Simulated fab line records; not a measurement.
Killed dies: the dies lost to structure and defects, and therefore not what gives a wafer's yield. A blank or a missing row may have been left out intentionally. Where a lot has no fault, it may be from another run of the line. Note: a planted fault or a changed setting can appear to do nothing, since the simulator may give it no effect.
The tool behind it: which one? | flow sfq line | 7 lots with 21 wafers sampled at 3 steps, on a route of 325 steps

## WHAT THE GAUGES SHOWED, per wafer
SFQ_I1_BOW_MEAS_912.
lot  | measured     | on            | I1_BOW (um)
L728 | day 16 11:26 | film metro-04 | 7 -2 4
L731 | day 17 22:25 | film metro-03 | 14 0 -4
L733 | day 19 06:09 | film metro-03 | 8 9 3
L736 | day 20 22:54 | film metro-03 | 10 0 10
L740 | day 27 06:02 | film metro-04 | 2 10 -8
L745 | day 28 23:04 | film metro-03 | 10 2 -6
L749 | day 30 18:11 | film metro-04 | 2 -3 -5

## WHICH TOOL RAN EACH LOT (tool, then ch and the chambers of the sampled wafers, then the start)
lot  | SFQ_TRILAYER_L0_CAP_PECVD_011  | SFQ_TRILAYER_L0_VIA_ETCH_VIA_ETCH_016
L728 | pecvd-04 ch 0,1, day 4 11:42   | rie diel-02 ch 1,2,3, day 7 16:04
L731 | pecvd-04 ch 0,1,2, day 5 08:59 | rie diel-03 ch 0,2,3, day 8 16:11
L733 | pecvd-03 ch 0,1, day 5 22:02   | rie diel-02 ch 0,1, day 9 12:35
L736 | pecvd-03 ch 0,1,2, day 6 09:22 | rie diel-02 ch 0,1,3, day 10 01:02
L740 | pecvd-03 ch 0,1, day 7 10:04   | rie diel-02 ch 0,1,2, day 10 23:50
L745 | pecvd-01 ch 0,1,2, day 8 14:35 | rie diel-03 ch 0,1,3, day 11 23:23
L749 | pecvd-03 ch 1,2, day 9 21:46   | rie diel-03 ch 1,3, day 13 07:47
- SFQ_TRILAYER_L0_CAP_PECVD_011: deposits SiO2 from SiH4/N2O, time 13.333 s, target thk 60 nm.
- SFQ_TRILAYER_L0_VIA_ETCH_VIA_ETCH_016: etches SiO2 in CHF3, stops on MoNx KI, target depth 80 nm.

## THE ANSWER, worked out from the rows above alone
Rule: the lots themselves supply what counts as usual. The widest of any qualifying gaps counts: lots, ordered by their means at a reading, are off when they make up no more than a third of the lots, leave a main group of 4 or more, and stand apart from it by 3 or more times the standard deviation of that group's means. The tables above print the reading to a certain number of digits; a main group whose means all agree to those digits is not used. A lot without any number at a reading at which 4 lots or more have one is off too. Any other lot the step has rows for is counted as sound.
None of the lots is off at any reading shown; this tells nothing.

## WHAT THE SIMULATOR HAD PUT IN
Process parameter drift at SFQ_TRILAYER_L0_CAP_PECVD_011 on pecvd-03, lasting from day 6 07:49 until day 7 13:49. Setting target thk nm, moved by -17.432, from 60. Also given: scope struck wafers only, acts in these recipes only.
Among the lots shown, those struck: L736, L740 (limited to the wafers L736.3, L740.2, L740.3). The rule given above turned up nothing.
